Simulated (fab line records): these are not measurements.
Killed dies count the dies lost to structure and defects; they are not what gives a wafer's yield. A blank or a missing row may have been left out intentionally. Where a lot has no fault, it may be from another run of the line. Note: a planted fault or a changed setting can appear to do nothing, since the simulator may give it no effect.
fab line records || flow gf180mcu
record {"lots": 5, "wafers": 15, "last_day": 33}
route steps=602 shown V1@340
lots with no fault: from the same line, run without faults
start_h: hours from the record's first day to the start of the lot's first wafer shown || wait_h: time in hours since the lot's previous step || " as in the row above || L1.1+2: a row that stands for several wafers || - no value, or no start was given || * or withheld: withheld || < > ~ a bound
route shown NAME@n: NAME is a module with steps in the file, n the number in the route of the first one || usual: the fault-free wafers' mean and standard deviation || same: alike in all rows || chamber/n: place in a boat || sites: the reading at each site || _std_site: standard deviation across them || _edge_site: inner sites' mean taken away from outer sites' mean || radius_mm: for every site, how far away it sits from the centre of the wafer || mask NAME#n: copy n || behind: the tool/chamber that last shaped the wafer || hold: the reason the lot was held/the length of the hold in hours/how it ended || device: which transistor (n, p or np) failed to switch || end of line: tests run on the same wafers once the route is complete || a step given without rows: its recipe and nothing more || killed: dies lost to structure and defects at the first sort, not the wafer's yield || map: per-die view of a wafer (x killed, . not killed, _ where there is no die)
set.NAME: setting as actually run; set.NAME@STEP: the setting as run at that earlier step || model.NAME: the simulator's own value behind a step, which no gauge read
a table for each step, a row for each wafer; lots at some steps of the route
services: a tool's chamber out of use, with start hour (start_h, from the record's first day; less than 0 if before it), hours out, and reason
## steps
# step GF_V1_BOW_MEAS_05
# recipe {"mode": "bow"}
# usual {"V1_BOW": "81/7.5"}
{"lot.wafer": "L083.3", "tool": "film_metro-04", "chamber": "-", "start_h": 481.24, "wait_h": 0.2, "V1_BOW[um]": 88}
{"lot.wafer": "L083.4", "tool": "film_metro-04", "chamber": "-", "start_h": 481.24, "wait_h": 0.2, "V1_BOW[um]": 74}
{"lot.wafer": "L083.5", "tool": "film_metro-04", "chamber": "-", "start_h": 481.24, "wait_h": 0.2, "V1_BOW[um]": 72}
{"lot.wafer": "L087.2", "tool": "film_metro-01", "chamber": "-", "start_h": 511.70, "wait_h": 0.2, "V1_BOW[um]": 91}
{"lot.wafer": "L087.3", "tool": "film_metro-01", "chamber": "-", "start_h": 511.70, "wait_h": 0.2, "V1_BOW[um]": 78}
{"lot.wafer": "L087.4", "tool": "film_metro-01", "chamber": "-", "start_h": 511.70, "wait_h": 0.2, "V1_BOW[um]": 82}
{"lot.wafer": "L088.4", "tool": "film_metro-02", "chamber": "-", "start_h": 515.70, "wait_h": 0.2, "V1_BOW[um]": 74}
{"lot.wafer": "L088.5", "tool": "film_metro-02", "chamber": "-", "start_h": 515.70, "wait_h": 0.2, "V1_BOW[um]": 74}
{"lot.wafer": "L088.6", "tool": "film_metro-02", "chamber": "-", "start_h": 515.70, "wait_h": 0.2, "V1_BOW[um]": 99}
{"lot.wafer": "L091.3", "tool": "film_metro-01", "chamber": "-", "start_h": 535.43, "wait_h": 0.3, "V1_BOW[um]": 85}
{"lot.wafer": "L091.4", "tool": "film_metro-01", "chamber": "-", "start_h": 535.43, "wait_h": 0.3, "V1_BOW[um]": 75}
{"lot.wafer": "L091.6", "tool": "film_metro-01", "chamber": "-", "start_h": 535.43, "wait_h": 0.3, "V1_BOW[um]": 86}
{"lot.wafer": "L092.2", "tool": "film_metro-01", "chamber": "-", "start_h": 547.17, "wait_h": 0.2, "V1_BOW[um]": 86}
{"lot.wafer": "L092.4", "tool": "film_metro-01", "chamber": "-", "start_h": 547.17, "wait_h": 0.2, "V1_BOW[um]": 77}
{"lot.wafer": "L092.5", "tool": "film_metro-01", "chamber": "-", "start_h": 547.17, "wait_h": 0.2, "V1_BOW[um]": 75}
# step GF_V1_DEHYDRATE_06
# recipe {"temp_c": 200, "time_s": 60}
{"lot.wafer": "L083.3+4+5", "tool": "litho_track-03", "chamber": 0, "start_h": 492.38, "wait_h": 11.1}
{"lot.wafer": "L087.2+3+4", "tool": "litho_track-04", "chamber": 0, "start_h": 522.85, "wait_h": 11.1}
{"lot.wafer": "L088.4+5+6", "tool": "litho_track-04", "chamber": 0, "start_h": 526.95, "wait_h": 11.2}
{"lot.wafer": "L091.3+4+6", "tool": "litho_track-04", "chamber": 0, "start_h": 546.07, "wait_h": 10.6}
{"lot.wafer": "L092.2+4+5", "tool": "litho_track-03", "chamber": 0, "start_h": 557.91, "wait_h": 10.7}
# step GF_V1_HMDS_07
# recipe {"prime_time_s": 60, "prime_temp_c": 120}
{"lot.wafer": "L083.3+4+5", "tool": "litho_track-03", "chamber": 0, "start_h": 492.53, "wait_h": 0.1}
{"lot.wafer": "L087.2+3+4", "tool": "litho_track-04", "chamber": 0, "start_h": 523.00, "wait_h": 0.1}
{"lot.wafer": "L088.4+5+6", "tool": "litho_track-04", "chamber": 0, "start_h": 527.10, "wait_h": 0.1}
{"lot.wafer": "L091.3+4+6", "tool": "litho_track-04", "chamber": 0, "start_h": 546.22, "wait_h": 0.1}
{"lot.wafer": "L092.2+4+5", "tool": "litho_track-03", "chamber": 0, "start_h": 558.06, "wait_h": 0.1}
# step GF_V1_COAT_08
# recipe {"resist": "BARC", "temp_c": "withheld", "time_s": "withheld", "spin_rpm": "withheld", "resist_thk_nm": "withheld"}
{"lot.wafer": "L083.3+4+5", "tool": "litho_track-03", "chamber": 0, "start_h": 492.68, "wait_h": 0.1}
{"lot.wafer": "L087.2+3+4", "tool": "litho_track-04", "chamber": 0, "start_h": 523.15, "wait_h": 0.1}
{"lot.wafer": "L088.4+5+6", "tool": "litho_track-04", "chamber": 0, "start_h": 527.25, "wait_h": 0.1}
{"lot.wafer": "L091.3+4+6", "tool": "litho_track-04", "chamber": 0, "start_h": 546.37, "wait_h": 0.1}
{"lot.wafer": "L092.2+4+5", "tool": "litho_track-03", "chamber": 0, "start_h": 558.21, "wait_h": 0.1}
# step GF_V1_COAT_09
# recipe {"resist": "KrF", "spin_rpm": "withheld", "resist_thk_nm": 1000}
{"lot.wafer": "L083.3+4+5", "tool": "litho_track-03", "chamber": 0, "start_h": "-", "wait_h": "-"}
{"lot.wafer": "L087.2+3+4", "tool": "litho_track-04", "chamber": 0, "start_h": "-", "wait_h": "-"}
{"lot.wafer": "L088.4+5+6", "tool": "litho_track-04", "chamber": 0, "start_h": "-", "wait_h": "-"}
{"lot.wafer": "L091.3+4+6", "tool": "litho_track-04", "chamber": 0, "start_h": "-", "wait_h": "-"}
{"lot.wafer": "L092.2+4+5", "tool": "litho_track-03", "chamber": 0, "start_h": "-", "wait_h": "-"}
# step GF_V1_SOFTBAKE_10
# recipe {"temp_c": 130, "time_s": 60, "resist": "KrF"}
{"lot.wafer": "L083.3+4+5", "tool": "litho_track-03", "chamber": 0, "start_h": "-", "wait_h": "-"}
{"lot.wafer": "L087.2+3+4", "tool": "litho_track-04", "chamber": 0, "start_h": "-", "wait_h": "-"}
{"lot.wafer": "L088.4+5+6", "tool": "litho_track-04", "chamber": 0, "start_h": "-", "wait_h": "-"}
{"lot.wafer": "L091.3+4+6", "tool": "litho_track-04", "chamber": 0, "start_h": "-", "wait_h": "-"}
{"lot.wafer": "L092.2+4+5", "tool": "litho_track-03", "chamber": 0, "start_h": "-", "wait_h": "-"}
# step GF_V1_EXPOSE_11
# recipe {"mask_id": "Via1", "target_cd_nm": 260, "na": 0.68, "source_shape": "conventional", "sigma_outer": 0.6, "dose_mj": 38}
# usual {"focus_offset_nm": "0.0/0.54"}
{"lot.wafer": "L083.3", "tool": "krf_scanner-02", "chamber": 0, "start_h": "-", "wait_h": "-", "mask": "Via1#0", "focus_offset_nm": 0.1}
{"lot.wafer": "L083.4", "tool": "krf_scanner-02", "chamber": 0, "start_h": "-", "wait_h": "-", "mask": "Via1#0", "focus_offset_nm": 0.3}
{"lot.wafer": "L083.5", "tool": "krf_scanner-02", "chamber": 0, "start_h": "-", "wait_h": "-", "mask": "Via1#0", "focus_offset_nm": 0.8}
{"lot.wafer": "L087.2", "tool": "krf_scanner-02", "chamber": 0, "start_h": "-", "wait_h": "-", "mask": "Via1#0", "focus_offset_nm": 0.2}
{"lot.wafer": "L087.3", "tool": "krf_scanner-02", "chamber": 0, "start_h": "-", "wait_h": "-", "mask": "Via1#0", "focus_offset_nm": 1.0}
{"lot.wafer": "L087.4", "tool": "krf_scanner-02", "chamber": 0, "start_h": "-", "wait_h": "-", "mask": "Via1#0", "focus_offset_nm": 0.3}
{"lot.wafer": "L088.4", "tool": "krf_scanner-02", "chamber": 0, "start_h": "-", "wait_h": "-", "mask": "Via1#0", "focus_offset_nm": 0.2}
{"lot.wafer": "L088.5", "tool": "krf_scanner-02", "chamber": 0, "start_h": "-", "wait_h": "-", "mask": "Via1#0", "focus_offset_nm": -0.2}
{"lot.wafer": "L088.6", "tool": "krf_scanner-02", "chamber": 0, "start_h": "-", "wait_h": "-", "mask": "Via1#0", "focus_offset_nm": -0.1}
{"lot.wafer": "L091.3", "tool": "krf_scanner-02", "chamber": 0, "start_h": "-", "wait_h": "-", "mask": "Via1#0", "focus_offset_nm": 0.2}
{"lot.wafer": "L091.4", "tool": "krf_scanner-02", "chamber": 0, "start_h": "-", "wait_h": "-", "mask": "Via1#0", "focus_offset_nm": 0.3}
{"lot.wafer": "L091.6", "tool": "krf_scanner-02", "chamber": 0, "start_h": "-", "wait_h": "-", "mask": "Via1#0", "focus_offset_nm": -0.6}
{"lot.wafer": "L092.2", "tool": "krf_scanner-01", "chamber": 0, "start_h": "-", "wait_h": "-", "mask": "Via1#0", "focus_offset_nm": -1.2}
{"lot.wafer": "L092.4", "tool": "krf_scanner-01", "chamber": 0, "start_h": "-", "wait_h": "-", "mask": "Via1#0", "focus_offset_nm": 0.4}
{"lot.wafer": "L092.5", "tool": "krf_scanner-01", "chamber": 0, "start_h": "-", "wait_h": "-", "mask": "Via1#0", "focus_offset_nm": -0.4}
# step GF_V1_PEB_12
# recipe {"peb_temp_c": 135, "peb_time_s": 90, "resist": "KrF"}
{"lot.wafer": "L083.3+4+5", "tool": "litho_track-03", "chamber": 0, "start_h": "-", "wait_h": "-"}
{"lot.wafer": "L087.2+3+4", "tool": "litho_track-01", "chamber": 0, "start_h": "-", "wait_h": "-"}
{"lot.wafer": "L088.4+5+6", "tool": "litho_track-01", "chamber": 0, "start_h": "-", "wait_h": "-"}
{"lot.wafer": "L091.3+4+6", "tool": "litho_track-03", "chamber": 0, "start_h": "-", "wait_h": "-"}
{"lot.wafer": "L092.2+4+5", "tool": "litho_track-03", "chamber": 0, "start_h": "-", "wait_h": "-"}
## services
{"tool": "krf_scanner-01", "chamber": "-", "start_h": 473.52, "hours": 4.4, "kind": "pm"}
{"tool": "krf_scanner-01", "chamber": "-", "start_h": 492.30, "hours": 1.3, "kind": "pm"}
{"tool": "krf_scanner-01", "chamber": 0, "start_h": 505.50, "hours": "-", "kind": "calibration"}
{"tool": "krf_scanner-01", "chamber": "-", "start_h": 526.95, "hours": 2.8, "kind": "repair"}
{"tool": "krf_scanner-02", "chamber": "-", "start_h": 537.98, "hours": 0.2, "kind": "repair"}
## key
fault none
